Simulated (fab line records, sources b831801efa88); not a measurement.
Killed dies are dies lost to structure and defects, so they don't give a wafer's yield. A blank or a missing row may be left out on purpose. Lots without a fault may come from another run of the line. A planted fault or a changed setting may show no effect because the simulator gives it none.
Which tool did it? | flow sky130 | 11 lots, 33 wafers sampled, at 2 steps of a route of 708

WHAT THE GAUGES READ, wafer by wafer
SKY_NWELL_OVL_MEAS_10.
lot  | measured     | on         | NWELL_00_OVL (nm)
L146 | day 5 02:56  | overlay-02 | 2.1 2.7 2.2
L148 | day 5 14:24  | overlay-01 | 2.8 0.1 0.8
L151 | day 6 12:40  | overlay-02 | 0.9 -0.5 -1.3
L152 | day 6 18:46  | overlay-01 | 0.4 1.5 1.3
L158 | day 8 02:23  | overlay-01 | -0.6 0.3 0.7
L159 | day 8 06:11  | overlay-01 | 0.6 2.5 2.3
L161 | day 8 18:55  | overlay-02 | 2.8 1.5 2.5
L165 | day 9 18:35  | overlay-01 | 0.2 0.8 2.0
L166 | day 10 01:21 | overlay-02 | 2.2 0.4 1.3
L167 | day 10 03:32 | overlay-02 | -0.7 1.9 0.2
L168 | day 10 11:20 | overlay-01 | -1.0 -1.6 -2.4

WHICH TOOL RAN EACH LOT (tool, then ch and the chambers of the sampled wafers, then the start)
lot  | SKY_FIELD_ISO_ETCH_14
L146 | rie_diel-04 ch 1,2,3, day 2 11:01
L148 | rie_diel-03 ch 1,2, day 2 23:22
L151 | rie_diel-04 ch 1,2, day 3 13:14
L152 | rie_diel-01 ch 0,2, day 3 19:47
L158 | rie_diel-03 ch 0,1,2, day 5 02:46
L159 | rie_diel-03 ch 0,1,2, day 5 07:13
L161 | rie_diel-03 ch 0,1,3, day 5 17:23
L165 | rie_diel-04 ch 1,3, day 6 14:41
L166 | rie_diel-04 ch 0,3, day 6 19:50
L167 | rie_diel-01 ch 0,2,3, day 7 01:10
L168 | rie_diel-03 ch 1,2, day 7 06:01
- SKY_FIELD_ISO_ETCH_14: etches BARC in N2/H2, stops on SiO2, time 45.9 s, target depth 60 nm.

WHAT THE TOOLS THEMSELVES READ (means of the sampled wafers that have a number; where no wafer has one, the mark that the record gives instead)
SKY_FIELD_ISO_ETCH_14.
lot  | tool        | drypump_motor_current_A (A) | oes_product_au (a.u.) | throttle_valve_pct (%)
L146 | rie_diel-04 | 5.7                         | 0.855                 | 13.226
L148 | rie_diel-03 | 5.0                         | 0.853                 | 13.211
L151 | rie_diel-04 | 5.8                         | 0.855                 | 13.227
L152 | rie_diel-01 | 6.0                         | 0.856                 | 13.219
L158 | rie_diel-03 | 5.4                         | 0.851                 | 13.229
L159 | rie_diel-03 | 5.4                         | 0.856                 | 13.224
L161 | rie_diel-03 | 5.7                         | 0.853                 | 13.225
L165 | rie_diel-04 | 6.0                         | 0.853                 | 13.227
L166 | rie_diel-04 | 5.7                         | 0.852                 | 13.233
L167 | rie_diel-01 | 6.1                         | 0.853                 | 13.229
L168 | rie_diel-03 | 5.1                         | 0.849                 | 13.221

THE ANSWER, worked out from the rows above alone
Rule: what is usual is taken from the lots themselves. Put in order of their means at a reading, lots are off if they are a third of the lots or fewer, leave a main group of 4 or more, and stand apart from it by a gap of 3 or more times the standard deviation of the main group's means; of several such gaps the widest counts. A main group whose means are all the same, to the digits that the tables above print for the reading, isn't used. A lot without any number at a reading at which 4 lots or more have one is off too. The other lots that the step has rows for count as sound. The gauges are gone through in route order, then the tools' own readings, and for those a lot's mean is taken as printed above. The first step at which some lot is off is used, and at that step the reading that is off furthest; a lot without a number counts as furthest.
No lot is off at any reading shown: from this, nothing can be told.

WHAT THE SIMULATOR HAD PUT IN
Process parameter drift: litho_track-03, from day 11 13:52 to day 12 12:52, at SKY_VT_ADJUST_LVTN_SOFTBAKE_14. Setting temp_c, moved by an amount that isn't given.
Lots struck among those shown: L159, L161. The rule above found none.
